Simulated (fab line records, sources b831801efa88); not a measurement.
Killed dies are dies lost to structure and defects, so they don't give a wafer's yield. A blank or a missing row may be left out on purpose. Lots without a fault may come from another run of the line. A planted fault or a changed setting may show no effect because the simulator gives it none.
fab line records | flow gf180mcu
record lots=12 wafers=36 last_day=33
route steps=602 shown HV_LDD@185 PSD@256 CONTACT@299 V1@340
lots that met no fault: from a run of the same line without faults
start_h: hours from the record's first day to the start of the lot's first wafer shown | wait_h: hours since the lot's step before | " the same as in the row above | L1.1+2: a row that stands for several wafers | - no value, or no start given | * or withheld: withheld | < > ~ a bound
route shown NAME@n: a module of which the file shows steps, and the number in the route of the first | usual: mean/standard deviation of fault-free wafers | same: alike in all rows | chamber/n: place in a boat | sites: the reading at each site | _std_site: their standard deviation | _edge_site: outer sites' mean less inner sites' | radius_mm: how far each site lies from the wafer's centre | mask NAME#n: copy n | behind: the tool/chamber that last shaped the wafer | hold: why the lot was held/for how many hours/how that ended | device: the transistor (n, p or np) that didn't switch | end of line: the same wafers' tests at the end of the route | a step without rows: its recipe alone | killed: dies lost to structure and defects at the first sort, not the wafer's yield | map: a wafer's dies, x killed, . not, _ none there
set.NAME: the setting as run; set.NAME@STEP: as run at that earlier step | model.NAME: the simulator's own value behind a step, which no gauge read
steps of the route over a sample of lots; a table a step, a row a wafer
services: from which hour (start_h, from the record's first day; less than 0 if before it) a tool's chamber was out of use, for how many hours, and why
## steps
# step GF_HV_LDD_IMPLANT_09
# recipe species=As energy_kev=40 dose_cm2=1e+14 tilt_deg=7
# usual implant_ion_amu=75/0
# columns lot.wafer tool chamber start_h wait_h implant_ion_amu
L906.3 implanter-04 0 216.58 0.1 75
L906.4 " 0 " " 75
L906.5 " 0 " " 75
L907.2 implanter-03 0 218.62 0.0 75
L907.5 " 0 " " 75
L907.6 " 0 " " 75
L908.1 implanter-03 0 233.26 0.0 75
L908.3 " 0 " " 75
L908.6 " 0 " " 75
L909.2 implanter-01 0 249.24 0.0 75
L909.3 " 0 " " 75
L909.5 " 0 " " 75
L910.1 implanter-04 0 251.95 0.0 75
L910.2 " 0 " " 75
L910.5 " 0 " " 75
L911.1 implanter-01 0 259.16 0.0 75
L911.2 " 0 " " 75
L911.6 " 0 " " 75
L912.4 implanter-03 0 264.79 0.1 75
L912.5 " 0 " " 75
L912.6 " 0 " " 75
L914.3 implanter-01 0 279.10 0.1 75
L914.5 " 0 " " 75
L914.6 " 0 " " 75
L916.1 implanter-01 0 295.40 0.0 75
L916.3 " 0 " " 75
L916.4 " 0 " " 75
L917.1 implanter-03 0 298.16 0.0 75
L917.2 " 0 " " 75
L917.5 " 0 " " 75
L922.3 implanter-04 0 335.96 0.1 31
L922.4 " 0 " " 31
L922.5 " 0 " " 31
L923.2 implanter-03 0 346.25 0.0 31
L923.3 " 0 " " 31
L923.5 " 0 " " 31
# step GF_HV_LDD_TW_MEAS_11
# usual HV_LDD_TW=2404/26
# columns lot.wafer tool chamber start_h wait_h HV_LDD_TW
L906.3 film_metro-02 - 216.80 0.1 2420
L906.4 " - " " 2416
L906.5 " - " " 2427
L907.2 film_metro-03 - 218.86 0.1 2371
L907.5 " - " " 2361
L907.6 " - " " 2364
L908.1 film_metro-02 - 233.51 0.1 2418
L908.3 " - " " 2424
L908.6 " - " " 2416
L909.2 film_metro-04 - 249.48 0.1 2410
L909.3 " - " " 2411
L909.5 " - " " 2422
L910.1 film_metro-02 - 252.20 0.1 2436
L910.2 " - " " 2452
L910.5 " - " " 2447
L911.1 film_metro-03 - 259.41 0.1 2385
L911.2 " - " " 2381
L911.6 " - " " 2374
L912.4 film_metro-03 - 264.99 0.1 2391
L912.5 " - " " 2377
L912.6 " - " " 2390
L914.3 film_metro-04 - 279.32 0.1 2415
L914.5 " - " " 2400
L914.6 " - " " 2413
L916.1 film_metro-02 - 295.65 0.1 2437
L916.3 " - " " 2439
L916.4 " - " " 2439
L917.1 film_metro-03 - 298.41 0.1 2378
L917.2 " - " " 2394
L917.5 " - " " 2369
L922.3 film_metro-03 - 336.18 0.1 1858
L922.4 " - " " 1860
L922.5 " - " " 1862
L923.2 film_metro-03 - 346.49 0.1 1861
L923.3 " - " " 1857
L923.5 " - " " 1854
# step GF_HV_LDD_RS_MEAS_53
# recipe thk_meas_gauge=four-point-probe
# usual HV_LDD_RS=418.0/0.79
# columns lot.wafer tool chamber start_h wait_h HV_LDD_RS[ohm/sq]
L906.3 film_metro-03 - 273.78 0.1 419.0
L906.4 " - " " 419.2
L906.5 " - " " 418.4
L907.2 film_metro-02 - 275.56 0.1 418.2
L907.5 " - " " 417.0
L907.6 " - " " 417.6
L908.1 film_metro-04 - 290.89 0.1 418.3
L908.3 " - " " 418.0
L908.6 " - " " 417.7
L909.2 film_metro-02 - 308.14 0.1 418.9
L909.3 " - " " 417.8
L909.5 " - " " 417.8
L910.1 film_metro-02 - 312.63 0.1 417.3
L910.2 " - " " 416.9
L910.5 " - " " 418.2
L911.1 film_metro-03 - 319.97 0.1 417.3
L911.2 " - " " 417.6
L911.6 " - " " 417.2
L912.4 film_metro-03 - 326.08 0.1 418.0
L912.5 " - " " 418.4
L912.6 " - " " 417.7
L914.3 film_metro-03 - 342.30 0.1 417.3
L914.5 " - " " 417.3
L914.6 " - " " 417.4
L916.1 film_metro-03 - 359.51 0.1 419.7
L916.3 " - " " 420.4
L916.4 " - " " 418.8
L917.1 film_metro-04 - 363.52 0.1 416.8
L917.2 " - " " 417.3
L917.5 " - " " 417.2
L922.3 film_metro-04 - 402.31 0.1 356.7
L922.4 " - " " 358.3
L922.5 " - " " 357.6
L923.2 film_metro-03 - 413.77 0.1 358.9
L923.3 " - " " 359.0
L923.5 " - " " 359.0
# step GF_PSD_OVL_MEAS_08
# usual PSD_OVL=-0.9/1.4
# columns lot.wafer tool chamber start_h wait_h PSD_OVL[nm]
L906.3 overlay-01 - 317.09 0.1 -1.7
L906.4 " - " " -2.1
L906.5 " - " " -0.6
L907.2 overlay-02 - 319.23 0.1 -0.7
L907.5 " - " " -1.9
L907.6 " - " " -2.4
L908.1 overlay-02 - 337.98 0.1 -1.8
L908.3 " - " " -1.0
L908.6 " - " " -1.7
L909.2 overlay-02 - 352.92 0.1 0.8
L909.3 " - " " 0.6
L909.5 " - " " 0.4
L910.1 overlay-02 - 357.82 0.1 -1.3
L910.2 " - " " 0.5
L910.5 " - " " 0.9
L911.1 overlay-02 - 365.01 0.1 -1.6
L911.2 " - " " -2.9
L911.6 " - " " -0.5
L912.4 overlay-02 - 372.08 0.1 -0.3
L912.5 " - " " 1.2
L912.6 " - " " -0.2
L914.3 overlay-02 - 388.72 0.1 -2.6
L914.5 " - " " -1.8
L914.6 " - " " -1.1
L916.1 overlay-02 - 406.36 0.1 -2.6
L916.3 " - " " -1.5
L916.4 " - " " -0.2
L917.1 overlay-01 - 410.41 0.1 -0.8
L917.2 " - " " 0.9
L917.5 " - " " 0.0
L922.3 overlay-01 - 454.74 0.1 -0.5
L922.4 " - " " -1.8
L922.5 " - " " -1.6
L923.2 overlay-02 - 465.96 0.1 -1.1
L923.3 " - " " 0.3
L923.5 " - " " -1.2
# step GF_CONTACT_PEB_12
# recipe peb_temp_c=135 peb_time_s=94.08 resist=KrF
# usual plate_sensor_t_centre_C=136.13/0.009 plate_sensor_t_edge_C=136.29/0.01 resist_line_temp_C=22.98/0.1
# columns lot.wafer tool chamber start_h wait_h plate_sensor_t_centre_C plate_sensor_t_edge_C resist_line_temp_C
L906.3 litho_track-04 0 - - 136.11 136.29 23.07
L906.4 " 0 " " 136.13 136.31 22.98
L906.5 " 0 " " 136.13 136.28 22.82
L907.2 litho_track-03 0 - - 136.14 136.28 22.89
L907.5 " 0 " " 136.12 136.29 23.07
L907.6 " 0 " " 136.12 136.28 23.03
L908.1 litho_track-03 0 - - 136.13 136.3 23.08
L908.3 " 0 " " 136.12 136.29 22.91
L908.6 " 0 " " 136.13 136.3 22.88
L909.2 litho_track-01 0 - - 136.13 136.3 22.92
L909.3 " 0 " " 136.14 136.29 22.91
L909.5 " 0 " " 136.12 136.29 22.98
L910.1 litho_track-01 0 - - 136.13 136.28 22.97
L910.2 " 0 " " 136.12 136.31 23.08
L910.5 " 0 " " 136.14 136.3 22.84
L911.1 litho_track-03 0 - - 136.13 136.3 22.85
L911.2 " 0 " " 136.15 136.29 22.94
L911.6 " 0 " " 136.13 136.3 22.96
L912.4 litho_track-01 0 - - 136.12 136.31 23.11
L912.5 " 0 " " 136.14 136.29 23.03
L912.6 " 0 " " 136.12 136.27 22.97
L914.3 litho_track-04 0 - - 136.12 136.3 23.03
L914.5 " 0 " " 136.14 136.3 23.02
L914.6 " 0 " " 136.13 136.28 22.80
L916.1 litho_track-03 0 - - 136.13 136.29 22.93
L916.3 " 0 " " 136.12 136.32 23.17
L916.4 " 0 " " 136.13 136.3 23.10
L917.1 litho_track-03 0 - - 136.13 136.3 23.14
L917.2 " 0 " " 136.13 136.29 23.10
L917.5 " 0 " " 136.11 136.3 23.02
L922.3 litho_track-03 0 - - 136.14 136.29 22.88
L922.4 " 0 " " 136.13 136.3 22.89
L922.5 " 0 " " 136.13 136.29 22.93
L923.2 litho_track-01 0 - - 136.14 136.28 23.12
L923.3 " 0 " " 136.13 136.3 22.99
L923.5 " 0 " " 136.13 136.31 23.18
# step GF_V1_BOW_MEAS_05
# recipe mode=bow
# usual V1_BOW=82/6.8
# columns lot.wafer tool chamber start_h wait_h V1_BOW[um]
L906.3 film_metro-02 - 385.32 0.1 88
L906.4 " - " " 78
L906.5 " - " " 91
L907.2 film_metro-01 - 388.82 0.3 86
L907.5 " - " " 91
L907.6 " - " " 84
L908.1 film_metro-01 - 407.87 0.1 86
L908.3 " - " " 76
L908.6 " - " " 81
L909.2 film_metro-02 - 424.08 0.2 70
L909.3 " - " " 82
L909.5 " - " " 84
L910.1 film_metro-01 - 429.42 0.1 89
L910.2 " - " " 84
L910.5 " - " " 87
L911.1 film_metro-02 - 436.80 0.2 74
L911.2 " - " " 89
L911.6 " - " " 77
L912.4 film_metro-02 - 446.88 0.3 77
L912.5 " - " " 94
L912.6 " - " " 94
L914.3 film_metro-02 - 464.41 0.2 83
L914.5 " - " " 80
L914.6 " - " " 79
L916.1 film_metro-02 - 483.57 0.1 79
L916.3 " - " " 82
L916.4 " - " " 77
L917.1 film_metro-02 - 487.37 0.2 90
L917.2 " - " " 80
L917.5 " - " " 90
L922.3 film_metro-02 - 532.25 0.2 87
L922.4 " - " " 73
L922.5 " - " " 78
L923.2 film_metro-02 - 545.51 0.1 79
L923.3 " - " " 89
L923.5 " - " " 77
## services
# columns tool chamber start_h hours kind
implanter-04 - 194.36 2.9 pm
implanter-01 - 214.01 5.7 repair
implanter-04 - 217.00 2.7 repair
litho_track-03 - 223.89 - consumable_replace:filter
implanter-03 - 234.42 4.4 pm
implanter-04 - 239.09 0.5 repair
implanter-03 - 252.35 0.7 repair
litho_track-01 - 262.36 - consumable_replace:filter
implanter-04 - 297.39 2.4 repair
implanter-03 - 298.70 3.9 repair
implanter-01 - 337.97 4.2 pm
implanter-04 - 370.52 2.3 repair
implanter-03 - 412.94 1.4 repair
implanter-01 - 438.60 2.2 repair
litho_track-01 - 441.52 - consumable_replace:filter
implanter-04 - 458.44 1.9 repair
implanter-04 - 459.61 5.0 repair
implanter-01 - 472.71 2.6 pm
## key
first_sign step=GF_HV_LDD_IMPLANT_09 reading=implant_ion_amu direction=down sigmas=99+ usual=75 struck=31
effect step=GF_HV_LDD_TW_MEAS_11 reading=HV_LDD_TW direction=down sigmas=21 usual=2404 struck=1859
effect step=GF_HV_LDD_RS_MEAS_53 reading=HV_LDD_RS direction=down sigmas=76 usual=418.0 struck=358.2
met_at GF_HV_LDD_IMPLANT_09
struck_lots L922,L923
tester_left_out L922,L923
not_acting_at GF_PSD_OVL_MEAS_08,GF_CONTACT_PEB_12,GF_V1_BOW_MEAS_05
onset_between 298.16 335.96
fault kind=wrong_recipe_download tool=implanter-01,implanter-03,implanter-04 chamber=- onset_h=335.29 steps=GF_HV_LDD_IMPLANT_09 wrong_recipe.not_listed=1
# tester_left_out: of these lots the tester's yield and bins aren't shown, on N5 and GAA mostly nor the transistor test; their killed dies are dies lost to structure and defects alone, not to doping, threshold or leakage, so they don't give the yield
